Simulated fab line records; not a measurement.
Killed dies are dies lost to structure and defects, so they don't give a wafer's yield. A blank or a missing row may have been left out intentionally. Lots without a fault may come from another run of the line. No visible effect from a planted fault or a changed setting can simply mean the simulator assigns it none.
Which tool did it?    flow sky130    Sampling: 14 lots, 42 wafers, 5 of 708 route steps

== WHAT THE GAUGES SHOWED, per wafer ==
SKY_FIELD_ISO_THK_MEAS_04.
lot   measured     on             FIELD_ISO_CVD_03_THK (nm)
L480  day 1 18:29  film_metro-03  165.5 166.1 166.8
L484  day 2 15:49  film_metro-04  163.8 163.6 163.7
L485  day 2 21:18  film_metro-04  164.8 165.7 166.0
L488  day 3 12:49  film_metro-03  165.8 164.9 165.0
L489  day 3 15:49  film_metro-02  165.4 166.3 165.7
L490  day 3 20:53  film_metro-04  167.8 169.7 169.5
L491  day 4 03:43  film_metro-04  165.6 165.2 165.0
L492  day 4 12:30  film_metro-02  164.6 165.0 164.8
L497  day 5 12:26  film_metro-02  167.6 166.6 166.8
L498  day 5 15:16  film_metro-02  165.9 165.6 165.5
L499  day 5 19:22  film_metro-04  165.6 164.6 165.2
L500  day 5 23:07  film_metro-02  166.1 166.2 166.7
L501  day 6 06:44  film_metro-04  166.7 167.6 164.9
L502  day 6 09:46  film_metro-02  165.9 165.2 165.5

SKY_DNWELL_TW_MEAS_09.
lot   measured     on             DNWELL_TW
L480  day 3 09:04  film_metro-01  1120 1117 1127
L484  day 4 07:26  film_metro-02  1124 1119 1112
L485  day 4 13:39  film_metro-02  1117 1120 1115
L488  day 5 18:59  film_metro-01  30 30 30
L489  day 5 16:51  film_metro-03  1129 1123 1128
L490  day 5 18:35  film_metro-02  1109 1104 1102
L491  day 6 03:05  film_metro-01  30 30 30
L492  day 6 10:27  film_metro-02  1104 1109 1117
L497  day 7 08:47  film_metro-02  1106 1106 1108
L498  day 7 14:18  film_metro-01  1103 1104 1104
L499  day 7 17:41  film_metro-02  1104 1107 1104
L500  day 7 20:29  film_metro-02  1108 1111 1120
L501  day 8 07:56  film_metro-03  1122 1123 1117
L502  day 8 14:49  film_metro-02  1115 1112 1115

SKY_VT_ADJUST_LVTN_OVL_MEAS_18.
lot   measured      on          VT_ADJUST_LVTN_01_OVL (nm)
L480  day 7 20:25   overlay-02  -2.1 -2.3 -1.6
L484  day 8 23:39   overlay-02  -1.2 -0.3 -0.4
L485  day 9 08:11   overlay-01  -0.2 -0.3 -0.2
L488  day 10 22:11  overlay-01  -1.8 -1.8 -2.3
L489  day 10 19:59  overlay-02  -0.8 -0.4 0.3
L490  day 10 21:11  overlay-02  -0.1 0.8 -1.6
L491  day 11 06:38  overlay-01  -1.6 -1.2 -1.5
L492  day 11 16:35  overlay-02  -0.7 -2.0 -1.3
L497  day 12 20:51  overlay-01  2.4 1.4 0.8
L498  day 13 03:17  overlay-02  -2.0 -1.4 -1.5
L499  day 13 07:14  overlay-02  0.9 0.1 -0.2
L500  day 13 11:07  overlay-01  -0.8 -1.8 -2.5
L501  day 14 03:36  overlay-02  -1.5 -1.6 -1.0
L502  day 14 12:14  overlay-02  -1.6 -3.0 -2.6

SKY_VT_ADJUST_NCORE_TW_MEAS_11.
lot   measured      on             VT_ADJUST_NCORE_TW
L480  day 8 16:33   film_metro-02  219.5 218.4 218.7
L484  day 9 21:11   film_metro-04  215.0 216.5 215.1
L485  day 10 06:39  film_metro-02  218.4 217.5 218.4
L488  day 11 21:13  film_metro-04  214.6 213.3 213.9
L489  day 11 19:16  film_metro-02  216.8 218.0 216.7
L490  day 11 20:26  film_metro-04  212.3 214.2 213.2
L491  day 12 06:45  film_metro-03  221.2 221.2 221.5
L492  day 12 16:39  film_metro-04  212.1 212.9 211.9
L497  day 13 22:40  film_metro-04  213.0 212.8 213.2
L498  day 14 05:07  film_metro-02  217.1 216.7 216.5
L499  day 14 09:32  film_metro-04  212.3 212.4 212.9
L500  day 14 13:18  film_metro-03  220.0 221.0 222.0
L501  day 15 06:20  film_metro-03  219.5 219.6 219.8
L502  day 15 14:44  film_metro-02  218.1 217.6 218.9

== WHAT TOOL EACH LOT RAN ON (gives the tool, then ch and the chambers of the sampled wafers, and finally the start) ==
lot   SKY_DNWELL_EXPOSE_04
L480  iline_stepper-01 ch 0, day 3 01:26
L484  iline_stepper-02 ch 0, day 3 22:49
L485  iline_stepper-02 ch 0, day 4 05:46
L488  iline_stepper-01, day 5 10:31
L489  iline_stepper-02 ch 0, day 5 08:50
L490  iline_stepper-02 ch 0, day 5 09:47
L491  iline_stepper-01, day 5 17:13
L492  iline_stepper-01 ch 0, day 6 01:15
L497  iline_stepper-01 ch 0, day 6 23:35
L498  iline_stepper-02 ch 0, day 7 03:46
L499  iline_stepper-02 ch 0, day 7 07:35
L500  iline_stepper-02 ch 0, day 7 10:24
L501  iline_stepper-01 ch 0, day 7 22:34
L502  iline_stepper-01 ch 0, day 8 04:53
- SKY_DNWELL_EXPOSE_04: exposes mask DNM, target cd 3000 nm.

== AS READ BY THE TOOLS THEMSELVES (means over the sampled wafers that have a number; for cases with no such wafer, the mark the record gives instead) ==
SKY_DNWELL_EXPOSE_04.
lot   tool              exposure_dose_mJ_cm2  focus_offset_nm (nm)
L480  iline_stepper-01  221.73                -0.3
L484  iline_stepper-02  222.03                -0.1
L485  iline_stepper-02  221.81                -1.1
L488  iline_stepper-01  -                     -
L489  iline_stepper-02  222.14                -0.3
L490  iline_stepper-02  221.98                -0.2
L491  iline_stepper-01  -                     -
L492  iline_stepper-01  221.85                0.4
L497  iline_stepper-01  221.98                -0.2
L498  iline_stepper-02  222.03                0.1
L499  iline_stepper-02  222.01                0.2
L500  iline_stepper-02  221.73                0.2
L501  iline_stepper-01  221.64                -0.2
L502  iline_stepper-01  221.96                -0.3

== THE ANSWER, worked out from the rows above alone ==
Rule: what is usual is taken from the lots themselves. Put in order of their means at a reading, lots are off if they are a third of the lots or fewer, leave a main group of 4 or more, and stand apart from it by a gap of 3 or more times the standard deviation of the main group's means; of several such gaps the widest counts. Not used: any main group whose means are identical at the precision the tables above print for the reading. Also off: a lot with no number at a reading for which 4 or more lots have one. Any other lot the step has rows for is counted as sound. First the gauges in route order, then the tools' own readings, where a lot's mean is used as printed above. The first step at which some lot is off is used, and at that step the reading that is off furthest; a lot without a number counts as furthest.
Off: at SKY_DNWELL_TW_MEAS_09 (DNWELL_TW), L488, L491. The main group: mean 1113, standard deviation 7.2.
If a tool, at a process step before that reading, ran all the lots that are off and no sound lot after the first of them, it fits. The gauges at SKY_DNWELL_TW_MEAS_09 aren't tried: what is off there is off at SKY_DNWELL_EXPOSE_04 too, on other tools, and a gauge's error can't cause that. No candidate that was tried fits.

== WHAT THE SIMULATOR HAD INSERTED ==
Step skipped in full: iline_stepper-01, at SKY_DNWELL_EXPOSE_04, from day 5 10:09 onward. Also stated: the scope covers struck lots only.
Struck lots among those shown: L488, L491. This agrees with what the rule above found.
